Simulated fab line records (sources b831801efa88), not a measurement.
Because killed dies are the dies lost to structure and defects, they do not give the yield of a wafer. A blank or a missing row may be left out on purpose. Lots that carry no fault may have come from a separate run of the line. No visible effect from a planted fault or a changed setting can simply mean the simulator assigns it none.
fab line records	flow sky130
record: lots: 7	wafers: 21	last_day: 50
route steps=708 shown METAL4@627 VIA4@639 PAD_OPEN@708
lots that met no fault: taken from a fault-free run of the same line
start_h: start of the lot's first displayed wafer, in hours after the record's first day	wait_h: how many hours have passed since the lot's step before this one	" as in the row above	L1.1+2: several wafers, shown together as one row	- no value, or no start given	* or withheld: withheld	< > ~ a bound
route shown NAME@n: a module of which the file shows steps, and the number in the route of the first	usual: mean/standard deviation of fault-free wafers	same: alike in all rows	chamber/n: place in a boat	sites: readings site by site	_std_site: their standard deviation	_edge_site: outer sites' mean less inner sites'	radius_mm: for every site, how far away it sits from the centre of the wafer	mask NAME#n: copy n	behind: tool/chamber where the wafer was last shaped	hold: why the lot was held/for how many hours/how that ended	device: the n, p or np transistor that did not switch	end of line: tests run on the same wafers once the route is complete	a step given without rows: its recipe and nothing more	killed: dies lost to structure and defects at the first sort, not the wafer's yield	map: per-die view of a wafer (x killed, . not killed, _ where there is no die)
set.NAME: the run value of the setting; set.NAME@STEP: its run value at that earlier step	model.NAME: the simulator's own value behind a step, which no gauge read
lots at some steps of the route; a table a step, a row a wafer
services: when a tool's chamber went out of use (start_h, in hours from the record's first day, below 0 if earlier), for how many hours, and the reason
== steps ==
step: SKY_METAL4_PEB_11
recipe: peb_temp_c: withheld	peb_time_s: withheld	resist: KrF-thick
step: SKY_METAL4_DEVELOP_12
recipe: develop_time_s: 60	resist: KrF-thick	dev_temp_c: 21
step: SKY_METAL4_CD_MEAS_13
recipe: target_cd_nm: 300
usual: cd_nm: 299.7/2.1
lot.wafer	tool	chamber	start_h	wait_h	cd_nm
L988.3	cd_sem-01	-	1014.95	-	301.0
L988.5	"	-	"	"	302.4
L988.6	"	-	"	"	300.8
L991.1	cd_sem-02	-	1038.06	-	300.3
L991.3	"	-	"	"	299.6
L991.4	"	-	"	"	299.3
L996.3	cd_sem-01	-	1068.37	-	301.8
L996.5	"	-	"	"	300.7
L996.6	"	-	"	"	300.2
L998.2	cd_sem-02	-	1086.05	-	299.9
L998.4	"	-	"	"	299.6
L998.5	"	-	"	"	297.3
L100.1	cd_sem-01	-	1097.90	-	298.9
L100.2	"	-	"	"	298.8
L100.6	"	-	"	"	298.2
L101.2	cd_sem-02	-	1098.93	-	297.4
L101.3	"	-	"	"	297.7
L101.5	"	-	"	"	296.7
L106.1	cd_sem-02	-	1132.61	-	298.5
L106.4	"	-	"	"	297.8
L106.6	"	-	"	"	299.0
step: SKY_METAL4_OVL_MEAS_14
usual: METAL4_OVL: 1/6.4
lot.wafer	tool	chamber	start_h	wait_h	METAL4_OVL[nm]
L988.3	overlay-02	-	1015.04	0.1	-4
L988.5	"	-	"	"	-7
L988.6	"	-	"	"	-4
L991.1	overlay-01	-	1038.18	0.1	-11
L991.3	"	-	"	"	-7
L991.4	"	-	"	"	-7
L996.3	overlay-02	-	1068.46	0.1	-5
L996.5	"	-	"	"	-8
L996.6	"	-	"	"	-14
L998.2	overlay-02	-	1086.16	0.1	3
L998.4	"	-	"	"	-2
L998.5	"	-	"	"	-2
L100.1	overlay-01	-	1098.02	0.1	-3
L100.2	"	-	"	"	-1
L100.6	"	-	"	"	-5
L101.2	overlay-02	-	1099.03	0.1	8
L101.3	"	-	"	"	3
L101.5	"	-	"	"	3
L106.1	overlay-01	-	1132.73	0.1	-9
L106.4	"	-	"	"	-4
L106.6	"	-	"	"	-8
step: SKY_METAL4_DESCUM_15
recipe: chemistry: O2	source_power_w: 150	bias_power_w: 0	pressure_mtorr: 10	temp_c: 40	time_s: 8
usual: chamber_pressure_mTorr: 10.001/0.0085	drypump_motor_current_A: 5.9/0.43	he_backside_leak_sccm: 3.3/0.34	oes_product_au: 1.000/0.015	temp_c: 40.00/0.11
lot.wafer	tool	chamber	start_h	wait_h	chamber_pressure_mTorr	drypump_motor_current_A	he_backside_leak_sccm	oes_product_au	rf_hours_counter_h	temp_c
L988.3	rie_metal-02	1	1015.07	0.0	9.993	6.1	3.2	0.968	-	40.09
L988.5	"	1	"	"	10.004	6.2	3.1	0.973	-	39.84
L988.6	"	0	"	"	10.013	5.9	3.0	1.003	-	39.98
L991.1	rie_metal-02	1	1038.21	0.0	10.000	6.2	3.3	0.971	15	40.12
L991.3	"	1	"	"	10.012	6.1	3.2	0.973	-	39.88
L991.4	"	0	"	"	10.003	5.9	3.4	1.012	-	40.17
L996.3	rie_metal-04	1	1068.50	0.0	10.013	5.5	3.2	1.006	-	40.01
L996.5	"	1	"	"	9.994	5.5	3.2	1.006	-	39.95
L996.6	"	0	"	"	9.977	6.1	3.4	1.013	-	40.13
L998.2	rie_metal-02	0	1086.19	0.0	9.992	5.9	3.3	1.022	20	40.01
L998.4	"	0	"	"	9.997	5.9	3.4	1.023	-	39.86
L998.5	"	0	"	"	10.002	5.9	3.2	1.021	-	40.05
L100.1	rie_metal-04	0	1098.06	0.0	10.015	6.1	3.3	1.003	21	40.11
L100.2	"	1	"	"	10.009	5.5	3.2	1.006	7	39.85
L100.6	"	0	"	"	10.012	6.1	3.4	0.999	-	40.08
L101.2	rie_metal-01	1	1099.07	0.0	9.992	6.5	3.1	1.006	-	39.94
L101.3	"	1	"	"	9.983	6.5	3.2	1.003	-	39.95
L101.5	"	1	"	"	10.002	6.4	3.0	1.006	-	39.87
L106.1	rie_metal-01	1	1132.76	0.0	9.998	6.5	3.4	0.989	25	39.95
L106.4	"	0	"	"	10.008	5.2	2.9	0.991	-	39.71
L106.6	"	0	"	"	10.006	5.2	3.0	0.984	-	39.94
step: SKY_METAL4_ETCH_16
recipe: chemistry: N2/H2	target: BARC	ion_energy_ev: 200	bias_w: 100	pressure_mtorr: 30	n2_flow_sccm: 100	h2_flow_sccm: 200	icp_w: 500	stop_on: SiO2	time_s: 88.2	target_depth_a: 600
usual: chamber_pressure_mTorr: 30.002/0.029	drypump_motor_current_A: 5.9/0.44	he_backside_leak_sccm: 3.21/0.16	oes_product_au: 0.626/0.005	throttle_valve_pct: 13.204/0.0093
lot.wafer	tool	chamber	start_h	wait_h	chamber_pressure_mTorr	drypump_motor_current_A	he_backside_leak_sccm	oes_product_au	rf_hours_counter_h	throttle_valve_pct
L988.3	rie_metal-02	1	1015.13	0.0	30.029	6.1	3.19	0.625	-	13.201
L988.5	"	1	"	"	29.965	6.1	3.22	0.632	-	13.209
L988.6	"	0	"	"	30.006	5.9	3.26	0.627	-	13.198
L991.1	rie_metal-02	1	1038.24	0.0	30.040	6.1	3.20	0.625	15	13.212
L991.3	"	1	"	"	30.001	6.1	3.17	0.626	-	13.198
L991.4	"	0	"	"	30.027	5.9	3.32	0.626	-	13.216
L996.3	rie_metal-04	1	1068.55	0.0	29.996	5.5	3.39	0.626	-	13.203
L996.5	"	1	"	"	29.946	5.5	3.15	0.624	-	13.215
L996.6	"	0	"	"	29.982	6.1	3.26	0.623	-	13.198
L998.2	rie_metal-02	0	1086.22	0.0	30.053	5.9	3.38	0.622	20	13.202
L998.4	"	0	"	"	29.979	5.9	3.46	0.632	-	13.195
L998.5	"	0	"	"	30.004	5.9	3.45	0.631	-	13.216
L100.1	rie_metal-04	0	1098.09	0.0	29.991	6.1	3.23	0.631	21	13.220
L100.2	"	1	"	"	29.995	5.5	3.45	0.622	7	13.202
L100.6	"	0	"	"	30.038	6.1	3.21	0.622	-	13.211
L101.2	rie_metal-01	1	1099.16	0.1	29.986	6.5	3.02	0.631	-	13.194
L101.3	"	1	"	"	29.961	6.5	2.96	0.615	-	13.223
L101.5	"	1	"	"	30.024	6.5	3.29	0.618	-	13.199
L106.1	rie_metal-01	1	1132.80	0.0	29.988	6.5	3.13	0.617	25	13.214
L106.4	"	0	"	"	29.973	5.1	3.05	0.633	-	13.197
L106.6	"	0	"	"	29.994	5.2	3.07	0.631	-	13.189
step: SKY_METAL4_ETCH_17
recipe: target: SiO2	stop_on: TiN	chemistry: C4F8/O2/Ar	source_w: 1500	bias_w: 1200	pressure_mtorr: 40	c4f8_flow_sccm: withheld	O2_flow_sccm: 6	Ar_flow_sccm: 300	time_s: 3.9	target_depth_a: 150
usual: chamber_pressure_mTorr: 40.00/0.033	oes_product_au: 0.757/0.0079
lot.wafer	tool	chamber	start_h	wait_h	chamber_pressure_mTorr	oes_product_au	rf_hours_counter_h
L988.3	rie_diel-02	0	1015.19	0.0	40.00	0.751	22
L988.5	"	1	"	"	40.03	0.766	-
L988.6	"	0	"	"	39.98	0.761	-
L991.1	rie_diel-04	1	1038.34	0.1	40.02	0.748	15
L991.3	"	3	"	"	40.05	0.763	9
L991.4	"	0	"	"	40.01	0.758	13
L996.3	rie_diel-04	1	1068.62	0.0	40.06	0.763	15
L996.5	"	2	"	"	39.99	0.755	-
L996.6	"	3	"	"	39.96	0.761	-
L998.2	rie_diel-03	0	1086.32	0.1	40.01	0.747	3
L998.4	"	1	"	"	40.01	0.761	6
L998.5	"	2	"	"	39.97	0.766	-
L100.1	rie_diel-02	2	1098.19	0.1	40.04	0.756	21
L100.2	"	1	"	"	40.01	0.759	27
L100.6	"	0	"	"	39.99	0.763	-
L101.2	rie_diel-03	1	1099.32	0.1	39.97	0.755	7
L101.3	"	2	"	"	40.00	0.753	8
L101.5	"	2	"	"	40.01	0.753	-
L106.1	rie_diel-03	2	1132.89	0.1	40.01	0.748	9
L106.4	"	1	"	"	39.94	0.758	-
L106.6	"	0	"	"	39.95	0.745	-
step: SKY_METAL4_METAL_ETCH_18
recipe: target_depth_a: 8450	stop_on: SiO2	over_etch_frac: 0.3	time_s: 183.1	chemistry: Cl2/BCl3	resist_sidewall_deg: 88	pressure_mtorr: 10	icp_w: 900	bias_w: 48.5	Cl2_flow_sccm: 60	bcl3_flow_sccm: 30
usual: chamber_pressure_mTorr: 9.999/0.0085	drypump_motor_current_A: 5.9/0.45	he_backside_leak_sccm: 3.19/0.16	mfc_cl2_sccm: 60.01/0.19	oes_product_au: 0.863/0.0058	throttle_valve_pct: 22.265/0.0091
same: over_etch_frac: 0.3
lot.wafer	tool	chamber	start_h	wait_h	chamber_pressure_mTorr	drypump_motor_current_A	he_backside_leak_sccm	mfc_cl2_sccm	oes_product_au	rf_hours_counter_h	throttle_valve_pct
L988.3	rie_metal-01	1	1015.27	0.1	10.006	6.5	2.93	59.95	0.859	-	22.267
L988.5	"	0	"	"	9.990	5.2	3.13	60.36	0.868	-	22.256
L988.6	"	1	"	"	9.998	6.4	3.31	59.94	0.857	-	22.263
L991.1	rie_metal-01	0	1038.36	0.0	9.987	5.2	3.14	60.17	0.868	11	22.255
L991.3	"	0	"	"	10.002	5.2	3.23	60.09	0.865	-	22.260
L991.4	"	1	"	"	10.017	6.4	3.26	59.94	0.859	-	22.261
L996.3	rie_metal-01	1	1068.69	0.1	9.988	6.5	3.29	60.04	0.860	-	22.266
L996.5	"	1	"	"	9.984	6.5	3.12	59.73	0.859	-	22.262
L996.6	"	0	"	"	10.001	5.2	3.05	60.37	0.862	-	22.263
L998.2	rie_metal-04	0	1086.39	0.1	9.996	6.1	3.04	59.87	0.853	-	22.254
L998.4	"	0	"	"	10.012	6.1	2.96	59.91	0.871	-	22.267
L998.5	"	0	"	"	10.008	6.1	3.31	59.83	0.861	-	22.276
L100.1	rie_metal-02	1	1098.21	0.0	10.005	6.1	3.12	59.88	0.859	19	22.272
L100.2	"	0	"	"	9.998	5.9	3.40	60.00	0.859	21	22.262
L100.6	"	0	"	"	10.017	5.9	3.25	59.80	0.852	-	22.273
L101.2	rie_metal-02	0	1099.34	0.0	10.008	5.9	3.33	59.69	0.853	21	22.254
L101.3	"	1	"	"	9.999	6.1	3.20	60.22	0.858	-	22.277
L101.5	"	1	"	"	9.983	6.1	3.09	60.20	0.856	-	22.267
L106.1	rie_metal-04	1	1132.91	0.0	9.988	5.5	3.20	59.65	0.864	9	22.257
L106.4	"	1	"	"	9.996	5.5	3.08	60.01	0.872	-	22.253
L106.6	"	1	"	"	9.991	5.5	3.27	59.67	0.873	-	22.286
step: SKY_METAL4_STRIP_19
recipe: chemistry: O2/N2	power_w: 1400	pressure_mtorr: 1500	platen_temp_c: withheld	o2_flow_sccm: 3000	n2_flow_sccm: 300	overash_fraction: 0.5
usual: chamber_pressure_mTorr: 1500.1/1.2	drypump_motor_current_A: 5.77/0.24	oes_product_au: 0.501/0.0075	strip_time_to_endpoint_s: 6.53/0.15
lot.wafer	tool	chamber	start_h	wait_h	chamber_pressure_mTorr	drypump_motor_current_A	oes_product_au	rf_hours_counter_h	strip_time_to_endpoint_s
L988.3	plasma_asher-04	1	1015.42	0.1	1498.7	5.93	0.492	-	6.45
L988.5	"	1	"	"	1500.5	5.94	0.508	-	6.66
L988.6	"	0	"	"	1502.2	5.58	0.500	-	6.49
L991.1	plasma_asher-04	0	1038.54	0.1	1501.4	5.54	0.494	29	6.61
L991.3	"	0	"	"	1500.2	5.56	0.504	-	6.58
L991.4	"	1	"	"	1500.3	5.95	0.496	-	6.42
L996.3	plasma_asher-03	1	1068.88	0.1	1498.6	5.73	0.496	-	6.44
L996.5	"	1	"	"	1500.7	5.72	0.496	-	6.51
L996.6	"	0	"	"	1498.0	6.08	0.515	-	6.70
L998.2	plasma_asher-03	1	1086.69	0.2	1499.7	5.70	0.500	67	6.44
L998.4	"	0	"	"	1499.4	6.08	0.494	-	6.39
L998.5	"	0	"	"	1498.5	6.08	0.496	-	6.41
L100.1	plasma_asher-04	1	1098.39	0.1	1500.8	5.98	0.513	32	6.77
L100.2	"	0	"	"	1497.6	5.49	0.495	32	6.38
L100.6	"	0	"	"	1500.2	5.55	0.497	-	6.34
L101.2	plasma_asher-03	1	1099.52	0.1	1500.1	5.69	0.490	69	6.21
L101.3	"	0	"	"	1501.2	6.09	0.511	-	6.60
L101.5	"	0	"	"	1500.0	6.07	0.511	-	6.62
L106.1	plasma_asher-01	1	1133.09	0.1	1502.3	5.28	0.497	103	6.45
L106.4	"	1	"	"	1500.2	5.28	0.488	-	6.35
L106.6	"	1	"	"	1500.0	5.31	0.489	-	6.41
step: SKY_METAL4_STRIP_20
recipe: chemistry: post_etch_residue_remover	time_s: 1200	temp_c: 72.5
step: SKY_METAL4_CLEAN_21
recipe: chemistry: IPA	time_s: 180	temp_c: 25
step: SKY_METAL4_CLEAN_22
recipe: chemistry: O3/DIW	dry: n2_spin
step: SKY_VIA4_HDPCVD_00
recipe: material: SiO2	target_thk_nm: 1750	sigma_open_frac: 0.3	time_s: 291.7	temp_c: 400	sih4_flow_sccm: 60	pressure_mtorr: 6
usual: sih4_flow_sccm: 59.99/0.18	susceptor_temp_C: 400.04/0.23
lot.wafer	tool	chamber	start_h	wait_h	sih4_flow_sccm	susceptor_temp_C	model.SiO2_of_VIA4_HDPCVD_00.thk_nm
L988.3	hdpcvd-01	1	1015.99	0.0	59.94	400.10	1710
L988.5	"	2	"	"	60.55	400.03	1734
L988.6	"	0	"	"	59.94	400.16	1731
L991.1	hdpcvd-02	0	1039.18	0.0	60.11	400.08	1744
L991.3	"	2	"	"	60.14	400.22	1728
L991.4	"	0	"	"	60.14	399.95	1758
L996.3	hdpcvd-02	1	1069.44	0.0	60.00	399.88	1732
L996.5	"	0	"	"	60.21	400.04	1758
L996.6	"	1	"	"	59.95	399.86	1735
L998.2	hdpcvd-01	0	1087.28	0.0	60.33	399.68	1746
L998.4	"	0	"	"	60.03	399.87	1726
L998.5	"	2	"	"	71.71	400.26	2091
L100.1	hdpcvd-01	0	1098.98	0.0	60.20	400.47	1760
L100.2	"	2	"	"	71.60	400.02	2108
L100.6	"	1	"	"	59.85	399.95	1725
L101.2	hdpcvd-01	2	1100.11	0.0	71.90	400.16	2106
L101.3	"	0	"	"	59.89	400.07	1769
L101.5	"	1	"	"	60.01	399.99	1708
L106.1	hdpcvd-02	1	1133.69	0.0	59.96	400.07	1747
L106.4	"	1	"	"	60.12	400.44	1739
L106.6	"	2	"	"	60.05	399.84	1758
step: SKY_VIA4_THK_MEAS_01
recipe: reads: SiO2_of_VIA4_HDPCVD_00
usual: VIA4_HDPCVD_THK: 1741/19
lot.wafer	tool	chamber	start_h	wait_h	VIA4_HDPCVD_THK[nm]
L988.3	film_metro-02	-	1016.19	0.1	1711
L988.5	"	-	"	"	1734
L988.6	"	-	"	"	1731
L991.1	film_metro-03	-	1039.35	0.1	1744
L991.3	"	-	"	"	1727
L991.4	"	-	"	"	1757
L996.3	film_metro-04	-	1069.63	0.1	1734
L996.5	"	-	"	"	1758
L996.6	"	-	"	"	1735
L998.2	film_metro-02	-	1087.47	0.1	1747
L998.4	"	-	"	"	1726
L998.5	"	-	"	"	2091
L100.1	film_metro-03	-	1099.16	0.1	1760
L100.2	"	-	"	"	2107
L100.6	"	-	"	"	1725
L101.2	film_metro-04	-	1100.30	0.1	2106
L101.3	"	-	"	"	1769
L101.5	"	-	"	"	1708
L106.1	film_metro-03	-	1133.87	0.1	1747
L106.4	"	-	"	"	1738
L106.6	"	-	"	"	1758
step: SKY_VIA4_CMP_02
recipe: material: SiO2	down_force_psi: 4	platen_rpm: 60	pad_velocity_m_s: 0.94248
step: SKY_PAD_OPEN_PROBE_99
usual: defect_limited_yield: 82.8/2.1	killed_at_M0_to_M3: 42/6.6	killed_at_M4_up: 3.1/1.9	killed_at_contacts: 24/5.6	killed_at_front_end: 15/4.8	killed_at_other: 0.3/0.48	killed_dies: 84/10	killed_open: 47/6.8	killed_short: 37/6.8	sort_bin_3_pad_short: 0.9/0.48	sort_bin_5_function: 10.1/1.4	sort_bin_6_memory: 6.2/1.2	sort_n_pass: 408/10	sort_yield_pct: 82.8/2.1
same: gross_dies: 492	killed_at_back_side: 0	sort_bin_4_leakage[%]: 0	sort_bin_8_speed[%]: 0
lot.wafer	tool	chamber	start_h	wait_h	defect_limited_yield[%]	killed_at_M0_to_M3	killed_at_M4_up	killed_at_contacts	killed_at_front_end	killed_at_other	killed_dies	killed_open	killed_short	sort_bin_3_pad_short[%]	sort_bin_5_function[%]	sort_bin_6_memory[%]	sort_n_pass	sort_yield_pct[%]
L988.3	prober-02	-	1106.73	0.2	83.7	35	0	25	20	0	80	41	39	0.2	9.6	6.5	412	83.7
L988.5	prober-02	-	1106.83	0.2	81.9	37	2	29	20	1	89	53	36	0.8	9.6	7.7	403	81.9
L988.6	prober-02	-	1106.88	0.2	84.8	37	1	26	11	0	75	44	31	1.4	7.7	6.1	417	84.8
L991.1	prober-01	-	1126.53	0.1	83.9	37	0	26	16	0	79	42	37	0.8	9.8	5.5	413	83.9
L991.3	prober-01	-	1126.63	0.2	87.8	30	0	18	12	0	60	32	28	0.4	7.1	4.7	432	87.8
L991.4	prober-01	-	1126.68	0.2	83.9	38	2	28	11	0	79	52	27	1.0	10.4	4.7	413	83.9
L996.3	prober-02	-	1153.58	0.2	83.3	47	0	23	11	1	82	44	38	1.2	8.7	6.7	410	83.3
L996.5	prober-02	-	1153.68	0.2	81.1	48	2	26	17	0	93	58	35	1.2	10.0	7.7	399	81.1
L996.6	prober-02	-	1153.73	0.2	81.3	46	4	28	13	1	92	47	45	1.4	9.8	7.5	400	81.3
L998.2	prober-02	-	1168.17	0.1	83.5	49	4	22	6	0	81	42	39	0.4	11.0	5.1	411	83.5
L998.4	prober-02	-	1168.27	0.2	85.2	37	3	15	18	0	73	43	30	0.2	11.4	3.3	419	85.2
L998.5	prober-02	-	1168.32	0.2	80.7	50	4	23	17	1	95	56	39	1.2	11.4	6.7	397	80.7
L100.1	prober-02	-	1177.22	0.1	83.3	43	4	18	16	1	82	38	44	2.2	9.6	4.9	410	83.3
L100.2	prober-02	-	1177.27	0.1	83.3	42	3	23	14	0	82	42	40	1.0	10.6	5.1	410	83.3
L100.6	prober-02	-	1177.47	0.2	78.3	41	3	32	31	0	107	55	52	1.4	11.4	8.9	385	78.3
L101.2	prober-01	-	1180.78	0.1	80.5	44	1	34	16	1	96	58	38	0.2	11.2	8.1	396	80.5
L101.3	prober-01	-	1180.83	0.2	81.1	35	4	32	21	1	93	56	37	1.4	12.2	5.3	399	81.1
L101.5	prober-01	-	1180.93	0.2	77.6	53	4	31	21	1	110	56	54	0.8	14.0	7.5	382	77.6
L106.1	prober-02	-	1203.38	0.1	85.0	44	1	18	11	0	74	43	29	0.4	10.2	4.5	418	85.0
L106.4	prober-02	-	1203.53	0.2	83.9	42	2	21	14	0	79	37	42	0.4	9.3	6.3	413	83.9
L106.6	prober-02	-	1203.63	0.2	83.1	44	3	27	9	0	83	47	36	0.8	9.3	6.7	409	83.1
killed by level:class
L988.3 VIA1:geometric_particle:open=12 LI_CONTACT:geometric_particle:open=9 POLY_GATE:geometric_particle:short=6 CONTACT:geometric_particle:open=6 CONTACT:geometric_particle:short=6 VIA1:geometric_particle:short=4 METAL2:geometric_particle:short=4 VIA2:geometric_particle:open=4
L988.5 CONTACT:geometric_particle:open=12 VIA1:geometric_particle:open=10 FIELD_ISO:geometric_particle:open=7 LI_CONTACT:geometric_particle:open=6 VIA3:geometric_particle:open=5 FIELD_ISO:geometric_particle:short=4 POLY_GATE:geometric_particle:open=4 POLY_GATE:geometric_particle:short=4
L988.6 VIA1:geometric_particle:open=12 CONTACT:geometric_particle:open=10 VIA3:geometric_particle:open=6 LI_CONTACT:geometric_particle:short=5 CONTACT:geometric_particle:short=5 FIELD_ISO:geometric_particle:open=4 VIA2:geometric_particle:open=4 VIA3:geometric_particle:short=4
L991.1 VIA3:geometric_particle:open=10 CONTACT:geometric_particle:open=9 METAL1:geometric_particle:short=8 LOCAL_INTERCONNECT:geometric_particle:short=7 LI_CONTACT:geometric_particle:open=6 POLY_GATE:geometric_particle:short=4 VIA2:geometric_particle:open=4 VIA1:geometric_particle:short=4
L991.3 CONTACT:geometric_particle:open=11 METAL1:geometric_particle:short=5 VIA2:geometric_particle:short=5 FIELD_ISO:geometric_particle:short=4 VIA1:geometric_particle:short=4 VIA2:geometric_particle:open=4 POLY_GATE:geometric_particle:open=3 LI_CONTACT:geometric_particle:open=3
L991.4 VIA1:geometric_particle:open=10 CONTACT:geometric_particle:open=9 VIA3:geometric_particle:open=9 LI_CONTACT:geometric_particle:open=8 LOCAL_INTERCONNECT:geometric_particle:short=8 METAL1:geometric_particle:short=5 VIA2:geometric_particle:open=5 FIELD_ISO:geometric_particle:open=4
L996.3 CONTACT:geometric_particle:open=9 METAL1:geometric_particle:short=9 VIA1:geometric_particle:open=9 VIA3:geometric_particle:open=7 LOCAL_INTERCONNECT:geometric_particle:short=6 VIA3:geometric_particle:short=6 FIELD_ISO:geometric_particle:short=4 VIA1:geometric_particle:short=4
L996.5 VIA1:geometric_particle:open=17 CONTACT:geometric_particle:open=11 LI_CONTACT:geometric_particle:open=6 METAL2:geometric_particle:short=5 VIA2:geometric_particle:open=5 VIA3:geometric_particle:open=5 FIELD_ISO:geometric_particle:short=4 POLY_GATE:geometric_particle:open=4
L996.6 VIA1:geometric_particle:open=16 CONTACT:geometric_particle:open=11 METAL1:geometric_particle:short=7 VIA2:geometric_particle:open=7 LI_CONTACT:geometric_particle:open=5 LOCAL_INTERCONNECT:geometric_particle:short=5 FIELD_ISO:geometric_particle:short=4 POLY_GATE:geometric_particle:short=4
L998.2 CONTACT:geometric_particle:open=11 VIA1:geometric_particle:open=10 VIA1:geometric_particle:short=8 METAL2:geometric_particle:short=6 VIA2:geometric_particle:open=6 VIA3:geometric_particle:short=6 CONTACT:geometric_particle:short=5 VIA3:geometric_particle:open=5
L998.4 VIA1:geometric_particle:open=12 FIELD_ISO:geometric_particle:short=5 METAL2:geometric_particle:short=5 VIA3:geometric_particle:open=5 LI_CONTACT:geometric_particle:open=4 CONTACT:geometric_particle:open=4 VIA2:geometric_particle:open=4 FIELD_ISO:geometric_particle:open=3
L998.5 VIA1:geometric_particle:open=13 VIA3:geometric_particle:open=13 LI_CONTACT:geometric_particle:open=8 CONTACT:geometric_particle:open=5 VIA1:geometric_particle:short=5 VIA3:geometric_particle:short=5 FIELD_ISO:geometric_particle:short=4 POLY_GATE:geometric_particle:open=4
L100.1 CONTACT:geometric_particle:open=10 FIELD_ISO:geometric_particle:short=6 METAL1:geometric_particle:short=6 VIA1:geometric_particle:short=6 VIA2:geometric_particle:open=6 VIA3:geometric_particle:open=6 VIA1:geometric_particle:open=5 FIELD_ISO:geometric_particle:open=4
L100.2 VIA2:geometric_particle:open=10 VIA3:geometric_particle:open=9 METAL2:geometric_particle:short=7 CONTACT:geometric_particle:open=6 VIA1:geometric_particle:open=6 LOCAL_INTERCONNECT:geometric_particle:short=5 CONTACT:geometric_particle:short=5 LI_CONTACT:geometric_particle:open=4
L100.6 FIELD_ISO:geometric_particle:open=12 CONTACT:geometric_particle:open=11 VIA3:geometric_particle:open=8 VIA1:geometric_particle:open=7 LI_CONTACT:geometric_particle:open=7 CONTACT:geometric_particle:short=7 FIELD_ISO:geometric_particle:short=6 METAL2:geometric_particle:short=6
L101.2 LI_CONTACT:geometric_particle:open=13 CONTACT:geometric_particle:open=10 VIA3:geometric_particle:open=10 VIA2:geometric_particle:open=7 VIA1:geometric_particle:open=7 FIELD_ISO:geometric_particle:open=6 VIA1:geometric_particle:short=6 CONTACT:geometric_particle:short=5
L101.3 LI_CONTACT:geometric_particle:open=12 CONTACT:geometric_particle:open=12 VIA1:geometric_particle:open=7 VIA1:geometric_particle:short=7 POLY_GATE:geometric_particle:open=6 VIA3:geometric_particle:open=6 FIELD_ISO:geometric_particle:open=4 LOCAL_INTERCONNECT:geometric_particle:short=4
L101.5 VIA2:geometric_particle:open=12 VIA3:geometric_particle:open=11 LOCAL_INTERCONNECT:geometric_particle:short=9 LI_CONTACT:geometric_particle:open=7 FIELD_ISO:geometric_particle:short=6 CONTACT:geometric_particle:open=6 VIA1:geometric_particle:short=6 POLY_GATE:geometric_particle:open=5
L106.1 VIA1:geometric_particle:open=13 VIA3:geometric_particle:open=7 METAL2:geometric_particle:short=6 METAL1:geometric_particle:short=6 CONTACT:geometric_particle:open=5 CONTACT:geometric_particle:short=5 VIA2:geometric_particle:open=5 SPACER:geometric_particle:open=4
L106.4 METAL1:geometric_particle:short=9 POLY_GATE:geometric_particle:open=7 CONTACT:geometric_particle:open=7 CONTACT:geometric_particle:short=7 VIA3:geometric_particle:open=6 METAL1:geometric_particle:open=4 VIA1:geometric_particle:open=4 VIA1:geometric_particle:short=4
L106.6 LI_CONTACT:geometric_particle:open=10 VIA1:geometric_particle:open=10 METAL2:geometric_particle:short=8 CONTACT:geometric_particle:open=8 METAL1:geometric_particle:short=7 VIA3:geometric_particle:open=6 VIA1:geometric_particle:short=5 VIA2:geometric_particle:open=5
== services ==
tool	chamber	start_h	hours	kind
rie_metal-04	-	1007.21	0.1	repair
rie_diel-03	-	1011.34	2.8	pm
rie_metal-04	-	1016.42	0.6	repair
rie_diel-02	2	1019.04	7.8	repair
rie_metal-01	1	1020.24	4.8	repair
hdpcvd-02	-	1021.63	0.7	repair
hdpcvd-01	-	1037.67	2.8	pm
rie_diel-03	3	1042.91	7.6	repair
plasma_asher-04	-	1043.47	28.1	pm
plasma_asher-03	-	1045.49	0.9	repair
rie_diel-04	0	1049.16	8.0	repair
plasma_asher-01	-	1065.00	15.6	pm
rie_diel-03	2	1073.28	1.7	repair
rie_diel-03	3	1074.82	2.4	repair
hdpcvd-02	-	1076.89	2.8	pm
rie_metal-04	1	1077.22	13.2	repair
plasma_asher-04	-	1085.54	7.0	repair
plasma_asher-04	-	1089.81	0.4	repair
rie_metal-01	0	1089.95	14.9	repair
rie_diel-03	3	1115.40	23.0	repair
rie_metal-04	-	1119.64	2.8	pm
rie_diel-03	2	1121.10	2.8	repair
rie_metal-02	-	1126.04	2.8	pm
rie_metal-02	-	1128.79	10.0	pm
== key ==
first_sign: step: SKY_VIA4_HDPCVD_00	reading: sih4_flow_sccm	direction: up	sigmas: 64	usual: 59.99	struck: 71.74
effect: step: SKY_VIA4_THK_MEAS_01	reading: VIA4_HDPCVD_THK	direction: up	sigmas: 19	usual: 1741	struck: 2101
model_effect: step: SKY_VIA4_HDPCVD_00	value: SiO2_of_VIA4_HDPCVD_00.thk_nm	without: 1752	struck: 2102
met_at SKY_VIA4_HDPCVD_00
struck_wafers L998.5,L100.2,L101.2
onset_between 1015.99 1087.28
fault: kind: process_parameter_drift	tool: hdpcvd-01	chamber: 2	onset_h: 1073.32	steps: SKY_VIA4_HDPCVD_00	channel: sih4_flow_sccm	offset: 12	shape: step	end_h: 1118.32	acts_in: these_recipes_only	stated: 60
